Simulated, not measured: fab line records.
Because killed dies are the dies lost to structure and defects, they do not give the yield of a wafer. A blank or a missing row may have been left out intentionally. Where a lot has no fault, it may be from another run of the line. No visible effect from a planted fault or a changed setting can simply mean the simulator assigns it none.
Problem report in the 8D (eight disciplines) form, filled by code    flow sky130    the parts of the form that need people (team, actions taken, sign-off) are left out

1. WHAT WENT WRONG
Mean of chamber-pressure-pa at SKY_METAL3_SPUTTER_02: 0.2970 Pa across 2 wafers in 2 lots; on wafers with no fault it is 0.4001 Pa (standard deviation 0.00082). So: -99 or more standard deviations from the usual mean.
The step: material AlCu, target thk 735 nm, time 39.1 s.
Earliest sighting: wafer L572.6 on pvd-sputter-01 at day 43 03:55. At this step, 33 wafers from 11 lots have a number in the record. The rule behind "out" and "out of limits": a value lying over 4 standard deviations away from the usual mean. The rest of the wafers with a number are treated as sound.

2. WHAT IT IS, AND WHAT IT ISN'T
question                     is                                       is not
which readings at this step  chamber-pressure-pa, throttle-valve-pct  -
which lots                   L571, L572                               L550, L552, L554, L556, L557, L560, L561, L563, L564
which wafers of those lots   L571.2, L572.6                           L571.4, L571.6, L572.2, L572.5
read on which tools          pvd-sputter-01                           pvd-sputter-02, pvd-sputter-04
when                         from day 43 03:55                        up to then (29 sound wafers); but 2 sound wafers of L571 came after

3. THE SUSPECTS, EACH WITH WHAT RULES IT OUT
Counting: a tool at a process step up to the reading stays a suspect if it ran every lot that is out. Sound lots after the first of them don't rule it out here, since some wafers of a struck lot are sound.
- cvd-w-02 at SKY_VIA2_CVD_21 (deposits W, target thk 420 nm, time 126.4 s): kept. Every lot that is out went through it, the first being L572 (day 43 03:16); the last sound lot it ran before that was L564 (day 41 02:00).
- pvd-sputter-01 at SKY_METAL3_SPUTTER_02 (material AlCu, target thk 735 nm, time 39.1 s): kept. Every lot that is out went through it, the first being L572 (day 43 03:55); the last sound lot it ran before that was L564 (day 41 02:43). Its own readings are out on those wafers: chamber-pressure-pa, throttle-valve-pct.
After counting, cvd-w-02 at SKY_VIA2_CVD_21 and pvd-sputter-01 at SKY_METAL3_SPUTTER_02 remain.

4. THE CAUSE (what the simulator had put in)
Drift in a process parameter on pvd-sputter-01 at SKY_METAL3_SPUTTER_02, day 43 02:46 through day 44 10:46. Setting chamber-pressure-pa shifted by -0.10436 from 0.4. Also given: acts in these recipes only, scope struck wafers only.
Counting left 2 suspects, and this tool is among them.

5. THE EFFECT CHAIN, in route order
Each row: a reading where the mean over the struck wafers with a number is more than 3 standard deviations away from the usual. Readings are gone through only where the record gives a usual standard deviation; hours: the median, over the lots, of the time from a lot's start at the first step in this table giving one to that lot's start at this step; sigmas: the change measured in usual standard deviations.
hours  step                      reading              usual       on struck wafers  change   sigmas
0      SKY_METAL3_SPUTTER_02     chamber-pressure-pa  0.4001 Pa   0.2970            -0.1031  -99 or more
0      SKY_METAL3_SPUTTER_02     throttle-valve-pct   30.0 %      33.7              +3.7     +4.3
47     SKY_METAL3_METAL_ETCH_18  oes-product-au       0.867 a.u.  0.887             +0.020   +3.2
Its process steps:
- SKY_METAL3_SPUTTER_02: material AlCu, target thk 735 nm, time 39.1 s.
- SKY_METAL3_METAL_ETCH_18: etches the open film in Cl2/BCl3, stops on SiO2, target depth 845 nm, time 183.1 s.

6. WHAT WOULD HAVE CAUGHT IT SOONER
In this record the first reading out of limits was taken at day 43 03:55, 1 hour after the fault began at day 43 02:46.
